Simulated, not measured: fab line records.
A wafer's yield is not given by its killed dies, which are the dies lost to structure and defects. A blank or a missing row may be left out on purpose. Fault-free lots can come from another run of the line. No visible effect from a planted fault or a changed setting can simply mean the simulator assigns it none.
fab line records	flow gf180mcu
[record] lots = 24	wafers = 72	lastDay = 34
route steps=602 shown CONTACT@291 M3@413 M4@459 V4@477 MIM@511
lots that met no fault: taken from a fault-free run of the same line
startH: start of the lot's first displayed wafer, in hours after the record's first day	waitH: how many hours have passed since the lot's step before this one	" repeats the value in the row above	L1.1+2: one row covering several wafers at once	- no value present, or no start provided	* or withheld: withheld	< > ~ a bound
route shown NAME@n: NAME is a module with steps in the file, n the number in the route of the first one	usual: mean and standard deviation over wafers with no fault	same: alike in all rows	chamber/n: place in a boat	sites: the reading at each site	_std_site: their standard deviation	_edge_site: inner sites' mean taken away from outer sites' mean	radiusMm: for every site, how far away it sits from the centre of the wafer	mask NAME#n: copy n	behind: the tool/chamber that last shaped the wafer	hold: why the lot was held/for how many hours/how that ended	device: the transistor (n, p or np) that didn't switch	end of line: at the end of the route, the tests of the same wafers	step lacking rows: just its recipe	killed: the dies lost at the first sort to structure and to defects; this is not the yield of the wafer	map: per-die view of a wafer (x killed, . not killed, _ where there is no die)
set.NAME: the run value of the setting; set.NAME@STEP: its run value at that earlier step	model.NAME: the simulator's own value behind a step, which no gauge read
route steps across a sampled set of lots; one table per step, one row per wafer
services: from which hour (startH, from the record's first day; less than 0 if before it) a tool's chamber was out of use, for how many hours, and why
[[steps]]
[step GF_CONTACT_CMP_04]
[recipe] material = SiO2	downForcePsi = 4	platenRpm = 60	padVelocityMS = 0.94248
[usual] motorCurrentA = 12.0/1.3	retainingRingPressureFrac = 1.000/0.0052	slurryFilterDpKPa = 13.48/0.13	timeToEndpointS = 115/6
lot.wafer	tool	chamber	startH	waitH	motorCurrentA	retainingRingPressureFrac	slurryFilterDpKPa	timeToEndpointS
L074.2	cmp-01	3	339.84	0.0	11.0	0.994	13.28	112
L074.4	"	1	"	"	11.6	0.993	13.49	123
L074.5	"	3	"	"	11.1	0.995	13.46	111
L075.2	cmp-02	1	357.21	0.0	10.0	0.999	13.38	117
L075.1	"	0	"	"	14.1	1.003	13.39	108
L075.5	"	1	"	"	10.7	0.989	13.30	127
L076.2	cmp-01	0	361.51	0.0	13.6	1.001	13.50	116
L076.6	"	0	"	"	14.3	0.997	13.53	111
L076.5	"	1	"	"	11.3	0.997	13.69	111
L077.3	cmp-02	2	373.37	0.1	11.2	1.007	13.33	113
L077.2	"	3	"	"	12.2	0.988	13.41	109
L077.5	"	0	"	"	15.4	1.016	13.30	115
L078.1	cmp-02	1	378.85	0.1	10.2	1.001	13.62	117
L078.6	"	3	"	"	11.8	0.996	13.61	113
L078.5	"	0	"	"	13.6	0.998	13.44	119
L079.4	cmp-02	0	393.49	0.0	14.2	1.003	13.44	114
L079.3	"	3	"	"	11.8	0.995	13.57	109
L079.6	"	0	"	"	13.9	1.003	13.57	117
L080.2	cmp-01	1	397.68	0.1	12.3	0.997	13.46	109
L080.1	"	2	"	"	11.9	1.007	13.51	105
L080.5	"	3	"	"	11.5	1.001	13.43	109
L081.2	cmp-01	2	418.64	0.0	10.5	1.003	13.42	121
L081.3	"	3	"	"	11.0	1.002	13.32	115
L081.1	"	1	"	"	11.5	1.002	13.71	122
L082.4	cmp-01	2	426.24	0.0	11.7	0.999	13.55	121
L082.6	"	2	"	"	11.7	0.994	13.80	120
L082.5	"	3	"	"	11.5	1.006	13.58	126
L083.4	cmp-02	2	426.46	0.0	11.2	0.999	13.39	115
L083.5	"	2	"	"	11.4	0.992	13.49	124
L083.6	"	3	"	"	11.5	0.994	13.44	119
L084.4	cmp-02	1	435.57	0.3	10.0	1.005	13.36	119
L084.5	"	2	"	"	11.5	0.999	13.36	115
L084.6	"	3	"	"	12.0	1.004	13.57	111
L085.4	cmp-02	2	441.08	0.0	11.4	1.006	13.66	119
L085.3	"	3	"	"	12.2	1.005	13.63	109
L085.5	"	3	"	"	11.9	1.006	13.45	109
L086.4	cmp-02	3	456.30	0.0	11.9	1.001	13.57	111
L086.1	"	2	"	"	11.8	0.990	13.31	107
L086.5	"	3	"	"	11.8	1.000	13.38	111
L087.3	cmp-01	2	465.18	1.1	11.9	1.010	13.65	107
L087.2	"	3	"	"	11.6	1.004	13.64	114
L087.1	"	0	"	"	13.3	0.999	13.51	100
L088.2	cmp-02	3	473.55	0.1	11.7	1.007	13.65	102
L088.3	"	1	"	"	10.5	1.007	13.55	113
L088.6	"	2	"	"	11.2	1.000	13.36	113
L089.4	cmp-01	3	478.35	0.0	11.1	1.005	13.59	116
L089.1	"	1	"	"	11.6	0.999	13.31	116
L089.5	"	0	"	"	13.0	0.997	13.48	116
L090.1	cmp-02	3	489.08	0.1	12.4	1.005	13.68	107
L090.5	"	1	"	"	10.5	1.006	13.60	122
L090.6	"	2	"	"	12.1	1.006	13.55	118
L091.3	cmp-02	1	494.58	0.0	10.2	0.994	13.53	114
L091.2	"	3	"	"	11.4	0.990	13.56	100
L091.4	"	0	"	"	14.7	0.999	13.63	111
L092.2	cmp-02	3	508.49	0.1	11.7	1.000	13.46	115
L092.1	"	1	"	"	10.4	1.006	13.24	123
L092.6	"	3	"	"	11.6	1.000	13.67	109
L093.4	cmp-01	3	512.69	0.1	11.3	1.001	13.65	126
L093.6	"	2	"	"	11.7	1.000	13.53	113
L093.5	"	3	"	"	11.5	0.999	13.46	118
L094.3	cmp-02	1	519.70	0.1	10.6	0.997	13.44	120
L094.1	"	2	"	"	12.0	0.999	13.50	114
L094.6	"	1	"	"	10.4	0.993	13.53	124
L095.3	cmp-01	2	532.92	0.0	11.4	0.999	13.46	111
L095.2	"	0	"	"	14.1	1.000	13.59	121
L095.5	"	3	"	"	11.3	1.007	13.27	119
L096.2	cmp-02	3	534.47	0.0	12.4	1.008	13.70	110
L096.3	"	1	"	"	10.6	0.995	13.41	115
L096.6	"	0	"	"	14.6	0.999	13.65	122
L097.3	cmp-01	1	540.52	0.1	11.2	1.005	13.67	123
L097.2	"	3	"	"	10.9	0.999	13.70	119
L097.6	"	0	"	"	13.7	1.002	13.54	124
[step GF_M3_SPUTTER_04]
[recipe] material = TiN	targetThkNm = 50	powerW = 6500	timeS = 41.7	chamberPressurePa = 0.4
[usual] chamberPressurePa = 0.4000/0.001	throttleValvePct = 29.8/1
lot.wafer	tool	chamber	startH	waitH	chamberPressurePa	throttleValvePct
L074.2	pvdSputter-02	-	468.38	0.0	0.3990	28.5
L074.4	"	-	"	"	0.4001	28.6
L074.5	"	-	"	"	0.3987	30.9
L075.1	pvdSputter-02	-	485.77	0.0	0.3996	28.5
L075.2	"	-	"	"	0.4002	29.3
L075.5	"	-	"	"	0.4013	29.4
L076.2	pvdSputter-02	-	491.60	0.0	0.3994	28.6
L076.5	"	-	"	"	0.4012	28.6
L076.6	"	-	"	"	0.4001	30.9
L077.2	pvdSputter-04	-	501.87	0.0	0.4000	29.4
L077.3	"	-	"	"	0.3993	30.7
L077.5	"	-	"	"	0.3995	30.5
L078.1	pvdSputter-04	-	508.26	0.0	0.4006	31.8
L078.5	"	-	"	"	0.3988	30.4
L078.6	"	-	"	"	0.3997	29.7
L079.3	pvdSputter-04	-	523.68	0.0	0.4003	30.5
L079.4	"	-	"	"	0.4001	31.5
L079.6	"	-	"	"	0.4003	28.4
L080.1	pvdSputter-02	-	526.54	0.0	0.4007	28.6
L080.2	"	-	"	"	0.4000	29.4
L080.5	"	-	"	"	0.3990	28.7
L081.1	pvdSputter-02	-	547.27	0.0	0.4018	30.7
L081.2	"	-	"	"	0.4015	29.5
L081.3	"	-	"	"	0.4009	28.7
L082.4	pvdSputter-04	-	553.33	0.0	0.4001	28.3
L082.5	"	-	"	"	0.3994	29.6
L082.6	"	-	"	"	0.4001	28.4
L083.4	pvdSputter-02	-	555.37	0.0	0.4007	29.6
L083.5	"	-	"	"	0.4006	29.6
L083.6	"	-	"	"	0.4013	28.4
L084.4	pvdSputter-01	-	565.67	0.0	0.4001	31.1
L084.5	"	-	"	"	0.4003	29.4
L084.6	"	-	"	"	0.4009	31.4
L085.3	pvdSputter-01	-	567.64	0.0	0.3995	29.5
L085.4	"	-	"	"	0.3987	30.7
L085.5	"	-	"	"	0.3998	30.9
L086.1	pvdSputter-01	-	580.17	0.0	0.3992	31.4
L086.4	"	-	"	"	0.4015	29.4
L086.5	"	-	"	"	0.4000	30.9
L087.1	pvdSputter-04	-	589.22	0.0	0.4007	29.3
L087.2	"	-	"	"	0.3990	31.8
L087.3	"	-	"	"	0.4009	28.4
L088.2	pvdSputter-02	-	596.81	0.0	0.3983	30.8
L088.3	"	-	"	"	0.3992	28.9
L088.6	"	-	"	"	0.4000	28.6
L089.1	pvdSputter-04	-	601.42	0.0	0.4000	28.6
L089.4	"	-	"	"	0.4014	30.6
L089.5	"	-	"	"	0.4020	30.5
L090.1	pvdSputter-01	-	610.41	0.0	0.4004	31.1
L090.5	"	-	"	"	0.4022	29.6
L090.6	"	-	"	"	0.3986	29.5
L091.2	pvdSputter-01	-	615.63	0.0	0.3995	29.5
L091.3	"	-	"	"	0.3999	29.4
L091.4	"	-	"	"	0.3989	31.2
L092.1	pvdSputter-02	-	626.65	0.0	0.3995	28.8
L092.2	"	-	"	"	0.3998	29.5
L092.6	"	-	"	"	0.4000	30.8
L093.4	pvdSputter-04	-	630.56	0.0	0.4017	28.3
L093.5	"	-	"	"	0.3997	29.7
L093.6	"	-	"	"	0.3978	31.6
L094.1	pvdSputter-01	-	637.00	0.0	0.4007	30.5
L094.3	"	-	"	"	0.4001	29.3
L094.6	"	-	"	"	0.3988	29.3
L095.2	pvdSputter-01	-	647.74	0.0	0.4000	30.9
L095.3	"	-	"	"	0.3999	29.6
L095.5	"	-	"	"	0.4009	30.8
L096.2	pvdSputter-02	-	650.17	0.0	0.3996	28.8
L096.3	"	-	"	"	0.4008	28.6
L096.6	"	-	"	"	0.4012	28.8
L097.2	pvdSputter-04	-	655.28	0.0	0.4002	28.5
L097.3	"	-	"	"	0.4012	31.5
L097.6	"	-	"	"	0.4005	31.6
[step GF_M4_SPUTTER_03]
[recipe] material = Ti	targetThkNm = 10	substrateTempC = 300	chamberPressurePa = 0.3	powerW = 3000	timeS = 6.7
[usual] chamberPressurePa = 0.2999/0.00065	throttleValvePct = 29.8/1
lot.wafer	tool	chamber	startH	waitH	chamberPressurePa	throttleValvePct
L074.2	pvdSputter-03	-	519.78	0.0	0.3002	29.4
L074.4	"	-	"	"	0.3002	30.4
L074.5	"	-	"	"	0.3016	30.0
L075.1	pvdSputter-03	-	536.50	0.0	0.2989	29.8
L075.2	"	-	"	"	0.2997	29.0
L075.5	"	-	"	"	0.3000	29.9
L076.2	pvdSputter-02	-	541.99	0.0	0.2995	29.3
L076.5	"	-	"	"	0.3000	30.6
L076.6	"	-	"	"	0.2988	28.5
L077.2	pvdSputter-04	-	551.70	0.0	0.2999	28.6
L077.3	"	-	"	"	0.3003	31.5
L077.5	"	-	"	"	0.2991	29.7
L078.1	pvdSputter-04	-	558.40	0.0	0.3007	31.7
L078.5	"	-	"	"	0.2993	29.3
L078.6	"	-	"	"	0.3003	28.4
L079.3	pvdSputter-04	-	571.43	0.0	0.2993	28.3
L079.4	"	-	"	"	0.3000	31.6
L079.6	"	-	"	"	0.3002	30.6
L080.1	pvdSputter-03	-	575.28	0.0	0.2996	29.2
L080.2	"	-	"	"	0.2990	30.1
L080.5	"	-	"	"	0.2995	30.3
L081.1	pvdSputter-04	-	594.05	0.0	0.3000	28.5
L081.2	"	-	"	"	0.3007	29.6
L081.3	"	-	"	"	0.3003	30.4
L082.4	pvdSputter-04	-	600.11	0.0	0.2999	31.7
L082.5	"	-	"	"	0.2988	28.7
L082.6	"	-	"	"	0.2999	31.7
L083.4	pvdSputter-03	-	601.70	0.0	0.2990	29.3
L083.5	"	-	"	"	0.3012	30.1
L083.6	"	-	"	"	0.2999	29.2
L084.4	pvdSputter-03	-	612.13	0.0	0.2988	30.3
L084.5	"	-	"	"	0.2999	29.2
L084.6	"	-	"	"	0.3003	28.9
L085.3	pvdSputter-04	-	614.25	0.0	0.3008	30.6
L085.4	"	-	"	"	0.2998	29.5
L085.5	"	-	"	"	0.2989	31.5
L086.1	pvdSputter-04	-	625.69	0.0	0.3001	30.2
L086.4	"	-	"	"	0.3001	31.8
L086.5	"	-	"	"	0.2996	32.1
L087.1	pvdSputter-04	-	635.25	0.0	0.3007	28.2
L087.2	"	-	"	"	0.2999	31.9
L087.3	"	-	"	"	0.3002	29.6
L088.2	pvdSputter-04	-	644.70	0.0	0.2988	30.3
L088.3	"	-	"	"	0.2999	29.5
L088.6	"	-	"	"	0.3002	29.5
L089.1	pvdSputter-04	-	646.31	0.0	0.3000	30.6
L089.4	"	-	"	"	0.3008	31.7
L089.5	"	-	"	"	0.3001	28.5
L090.1	pvdSputter-04	-	654.22	0.0	0.2997	28.6
L090.5	"	-	"	"	0.2996	30.3
L090.6	"	-	"	"	0.2999	29.4
L091.2	pvdSputter-03	-	659.13	0.0	0.3010	28.9
L091.3	"	-	"	"	0.3003	29.3
L091.4	"	-	"	"	0.2999	30.2
L092.1	pvdSputter-02	-	671.42	0.0	0.3002	29.6
L092.2	"	-	"	"	0.3004	28.4
L092.6	"	-	"	"	0.2999	28.6
L093.4	pvdSputter-02	-	673.27	0.0	0.3008	29.7
L093.5	"	-	"	"	0.3002	30.9
L093.6	"	-	"	"	0.3003	28.9
L094.1	pvdSputter-02	-	679.07	0.0	0.2995	28.4
L094.3	"	-	"	"	0.3005	29.2
L094.6	"	-	"	"	0.2996	28.9
L095.2	pvdSputter-03	-	689.41	0.0	0.2993	29.4
L095.3	"	-	"	"	0.2990	28.9
L095.5	"	-	"	"	0.2998	30.2
L096.2	pvdSputter-04	-	692.00	0.0	0.3005	31.7
L096.3	"	-	"	"	0.3003	30.3
L096.6	"	-	"	"	0.3003	31.6
L097.2	pvdSputter-02	-	696.88	0.0	0.2990	28.8
L097.3	"	-	"	"	0.2994	29.4
L097.6	"	-	"	"	0.3001	30.7
[step GF_V4_THK_MEAS_01]
[recipe] reads = SiO2_of_V4_CVD_00
[usual] V4_CVD_00_THK = 601/8.1
lot.wafer	tool	chamber	startH	waitH	V4_CVD_00_THK[nm]
L074.2	filmMetro-03	-	543.68	0.0	607
L074.4	"	-	"	"	606
L074.5	"	-	"	"	586
L075.1	filmMetro-01	-	560.00	0.0	595
L075.2	"	-	"	"	608
L075.5	"	-	"	"	600
L076.2	filmMetro-03	-	565.23	0.0	604
L076.5	"	-	"	"	615
L076.6	"	-	"	"	605
L077.2	filmMetro-04	-	575.03	0.0	607
L077.3	"	-	"	"	582
L077.5	"	-	"	"	600
L078.1	filmMetro-01	-	581.33	0.0	598
L078.5	"	-	"	"	590
L078.6	"	-	"	"	604
L079.3	filmMetro-03	-	594.23	0.1	592
L079.4	"	-	"	"	604
L079.6	"	-	"	"	595
L080.1	filmMetro-01	-	597.66	0.0	600
L080.2	"	-	"	"	598
L080.5	"	-	"	"	605
L081.1	filmMetro-04	-	616.14	0.0	611
L081.2	"	-	"	"	598
L081.3	"	-	"	"	594
L082.4	filmMetro-01	-	622.22	0.0	599
L082.5	"	-	"	"	596
L082.6	"	-	"	"	611
L083.4	filmMetro-01	-	624.51	0.0	589
L083.5	"	-	"	"	600
L083.6	"	-	"	"	610
L084.4	filmMetro-04	-	633.46	0.0	606
L084.5	"	-	"	"	598
L084.6	"	-	"	"	608
L085.3	filmMetro-01	-	635.87	0.1	593
L085.4	"	-	"	"	593
L085.5	"	-	"	"	598
L086.1	filmMetro-01	-	647.18	0.0	608
L086.4	"	-	"	"	605
L086.5	"	-	"	"	602
L087.1	filmMetro-01	-	655.75	0.0	607
L087.2	"	-	"	"	611
L087.3	"	-	"	"	582
L088.2	filmMetro-03	-	665.32	0.0	606
L088.3	"	-	"	"	596
L088.6	"	-	"	"	613
L089.1	filmMetro-04	-	667.39	0.0	601
L089.4	"	-	"	"	600
L089.5	"	-	"	"	601
L090.1	filmMetro-04	-	674.88	0.0	603
L090.5	"	-	"	"	610
L090.6	"	-	"	"	604
L091.2	filmMetro-04	-	679.80	0.0	608
L091.3	"	-	"	"	591
L091.4	"	-	"	"	588
L092.1	filmMetro-03	-	691.72	0.0	602
L092.2	"	-	"	"	600
L092.6	"	-	"	"	605
L093.4	filmMetro-04	-	693.01	0.0	590
L093.5	"	-	"	"	601
L093.6	"	-	"	"	600
L094.1	filmMetro-01	-	698.93	0.0	609
L094.3	"	-	"	"	592
L094.6	"	-	"	"	588
L095.2	filmMetro-04	-	709.08	0.0	585
L095.3	"	-	"	"	606
L095.5	"	-	"	"	604
L096.2	filmMetro-01	-	711.11	0.0	602
L096.3	"	-	"	"	599
L096.6	"	-	"	"	585
L097.2	filmMetro-04	-	716.82	0.0	614
L097.3	"	-	"	"	618
L097.6	"	-	"	"	600
[step GF_V4_OVL_MEAS_15]
[usual] V4_OVL = 1/5
lot.wafer	tool	chamber	startH	waitH	V4_OVL[nm]
L074.2	overlay-02	-	567.05	0.1	4
L074.4	"	-	"	"	2
L074.5	"	-	"	"	4
L075.1	overlay-02	-	582.55	0.1	3
L075.2	"	-	"	"	1
L075.5	"	-	"	"	4
L076.2	overlay-02	-	588.44	0.1	10
L076.5	"	-	"	"	8
L076.6	"	-	"	"	8
L077.2	overlay-02	-	597.25	0.1	8
L077.3	"	-	"	"	9
L077.5	"	-	"	"	11
L078.1	overlay-01	-	603.35	0.1	3
L078.5	"	-	"	"	-4
L078.6	"	-	"	"	-1
L079.3	overlay-02	-	616.06	0.1	-7
L079.4	"	-	"	"	-9
L079.6	"	-	"	"	-7
L080.1	overlay-01	-	619.75	0.1	9
L080.2	"	-	"	"	4
L080.5	"	-	"	"	5
L081.1	overlay-02	-	637.55	0.1	5
L081.2	"	-	"	"	4
L081.3	"	-	"	"	7
L082.4	overlay-01	-	643.57	0.1	-2
L082.5	"	-	"	"	-2
L082.6	"	-	"	"	-4
L083.4	overlay-01	-	645.50	0.1	4
L083.5	"	-	"	"	2
L083.6	"	-	"	"	10
L084.4	overlay-02	-	653.76	0.1	0
L084.5	"	-	"	"	5
L084.6	"	-	"	"	-4
L085.3	overlay-01	-	656.72	0.1	1
L085.4	"	-	"	"	3
L085.5	"	-	"	"	5
L086.1	overlay-01	-	666.95	0.1	-4
L086.4	"	-	"	"	-2
L086.5	"	-	"	"	-3
L087.1	overlay-02	-	675.95	0.1	6
L087.2	"	-	"	"	0
L087.3	"	-	"	"	5
L088.2	overlay-02	-	685.45	0.1	2
L088.3	"	-	"	"	7
L088.6	"	-	"	"	-2
L089.1	overlay-02	-	686.59	0.1	2
L089.4	"	-	"	"	-6
L089.5	"	-	"	"	4
L090.1	overlay-01	-	694.59	0.1	-2
L090.5	"	-	"	"	5
L090.6	"	-	"	"	-4
L091.2	overlay-02	-	699.40	0.1	-3
L091.3	"	-	"	"	6
L091.4	"	-	"	"	0
L092.1	overlay-02	-	710.60	0.1	1
L092.2	"	-	"	"	4
L092.6	"	-	"	"	1
L093.4	overlay-01	-	712.30	0.1	13
L093.5	"	-	"	"	7
L093.6	"	-	"	"	12
L094.1	overlay-01	-	718.53	0.1	1
L094.3	"	-	"	"	-1
L094.6	"	-	"	"	1
L095.2	overlay-01	-	728.05	0.1	1
L095.3	"	-	"	"	10
L095.5	"	-	"	"	6
L096.2	overlay-02	-	729.59	0.1	-12
L096.3	"	-	"	"	-1
L096.6	"	-	"	"	-9
L097.2	overlay-02	-	735.25	0.1	-1
L097.3	"	-	"	"	-3
L097.6	"	-	"	"	-7
[step GF_MIM_SPUTTER_08]
[recipe] material = AlCu	targetThkNm = 200	powerW = 10600	timeS = 10.6	chamberPressurePa = 0.4
[usual] chamberPressurePa = 0.4001/0.00074	throttleValvePct = 29.9/1.1
lot.wafer	tool	chamber	startH	waitH	chamberPressurePa	throttleValvePct
L074.2	pvdSputter-01	-	568.81	0.0	0.3997	30.6
L074.4	"	-	"	"	0.4003	29.4
L074.5	"	-	"	"	0.4003	30.7
L075.1	pvdSputter-04	-	584.33	0.0	0.3992	31.8
L075.2	"	-	"	"	0.3995	28.1
L075.5	"	-	"	"	0.3996	31.6
L076.2	pvdSputter-01	-	590.26	0.0	0.4012	29.4
L076.5	"	-	"	"	0.3998	30.6
L076.6	"	-	"	"	0.4002	31.2
L077.2	pvdSputter-01	-	598.99	0.0	0.4004	31.1
L077.3	"	-	"	"	0.3994	30.6
L077.5	"	-	"	"	0.4000	29.6
L078.1	pvdSputter-02	-	605.13	0.0	0.4011	28.7
L078.5	"	-	"	"	0.4007	28.5
L078.6	"	-	"	"	0.3998	29.5
L079.3	pvdSputter-04	-	617.84	0.0	0.3993	31.6
L079.4	"	-	"	"	0.4004	28.4
L079.6	"	-	"	"	0.4002	30.5
L080.1	pvdSputter-01	-	621.50	0.0	0.4007	29.5
L080.2	"	-	"	"	0.4006	31.1
L080.5	"	-	"	"	0.4006	31.2
L081.1	pvdSputter-02	-	639.30	0.0	0.4005	29.6
L081.2	"	-	"	"	0.3997	30.8
L081.3	"	-	"	"	0.4009	28.6
L082.4	pvdSputter-01	-	645.32	0.0	0.3984	30.5
L082.5	"	-	"	"	0.4002	29.4
L082.6	"	-	"	"	0.3995	29.8
L083.4	pvdSputter-04	-	647.26	0.0	0.3997	30.4
L083.5	"	-	"	"	0.3991	29.3
L083.6	"	-	"	"	0.4016	30.5
L084.4	pvdSputter-02	-	655.53	0.0	0.4000	29.5
L084.5	"	-	"	"	0.4003	28.9
L084.6	"	-	"	"	0.3994	29.7
L085.3	pvdSputter-01	-	659.05	0.0	0.4000	29.1
L085.4	"	-	"	"	0.4006	29.1
L085.5	"	-	"	"	0.3997	29.2
L086.1	pvdSputter-02	-	668.71	0.0	0.4001	28.7
L086.4	"	-	"	"	0.3993	29.7
L086.5	"	-	"	"	0.3990	28.6
L087.1	pvdSputter-04	-	677.75	0.0	0.3997	29.7
L087.2	"	-	"	"	0.3998	30.4
L087.3	"	-	"	"	0.3989	31.8
L088.2	pvdSputter-04	-	687.20	0.0	0.4002	31.6
L088.3	"	-	"	"	0.4003	28.3
L088.6	"	-	"	"	0.4017	31.7
L089.1	pvdSputter-01	-	688.39	0.0	0.3990	30.8
L089.4	"	-	"	"	0.4000	29.3
L089.5	"	-	"	"	0.4000	29.2
L090.1	pvdSputter-04	-	696.35	0.0	0.3994	29.5
L090.5	"	-	"	"	0.4001	28.2
L090.6	"	-	"	"	0.3999	29.3
L091.2	pvdSputter-01	-	701.14	0.0	0.4002	30.9
L091.3	"	-	"	"	0.3993	29.5
L091.4	"	-	"	"	0.3997	31.3
L092.1	pvdSputter-02	-	712.35	0.0	0.3998	28.7
L092.2	"	-	"	"	0.4003	28.7
L092.6	"	-	"	"	0.4008	30.8
L093.4	pvdSputter-04	-	714.45	0.0	0.4002	30.8
L093.5	"	-	"	"	0.3995	31.7
L093.6	"	-	"	"	0.4004	30.6
L094.1	pvdSputter-04	-	720.44	0.0	0.3989	31.9
L094.3	"	-	"	"	0.4006	28.4
L094.6	"	-	"	"	0.3999	28.5
L095.2	pvdSputter-02	-	729.80	0.0	0.4000	28.6
L095.3	"	-	"	"	0.3996	29.4
L095.5	"	-	"	"	0.3999	29.4
L096.2	pvdSputter-01	-	731.67	0.0	0.4024	29.3
L096.3	"	-	"	"	0.4012	31.1
L096.6	"	-	"	"	0.4007	30.7
L097.2	pvdSputter-04	-	737.01	0.0	0.4005	31.8
L097.3	"	-	"	"	0.3995	29.5
L097.6	"	-	"	"	0.3999	28.4
[[services]]
tool	chamber	startH	hours	kind
cmp-02	-	339.83	5.0	pm
cmp-01	-	371.12	0.9	repair
pvdSputter-02	-	377.29	9.3	repair
cmp-01	-	389.85	5.9	pm
cmp-01	-	404.10	4.0	pm
pvdSputter-02	-	438.22	22.0	repair
pvdSputter-04	-	467.95	7.3	repair
cmp-02	-	479.47	1.4	repair
cmp-02	-	489.92	1.5	repair
pvdSputter-02	-	501.20	6.2	repair
pvdSputter-01	-	515.94	5.4	repair
pvdSputter-02	-	523.85	1.9	repair
pvdSputter-04	-	531.03	1.6	repair
cmp-02	-	543.04	17.6	pm
pvdSputter-01	-	551.28	1.9	repair
pvdSputter-04	-	564.83	1.8	repair
cmp-02	-	572.03	4.0	pm
pvdSputter-04	-	590.46	1.1	repair
cmp-02	-	620.41	1.0	repair
pvdSputter-01	-	651.47	0.9	repair
pvdSputter-04	-	672.94	2.2	repair
pvdSputter-01	-	679.36	6.0	repair
cmp-02	-	708.83	6.0	pm
cmp-02	-	719.36	2.4	repair
[[key]]
fault none
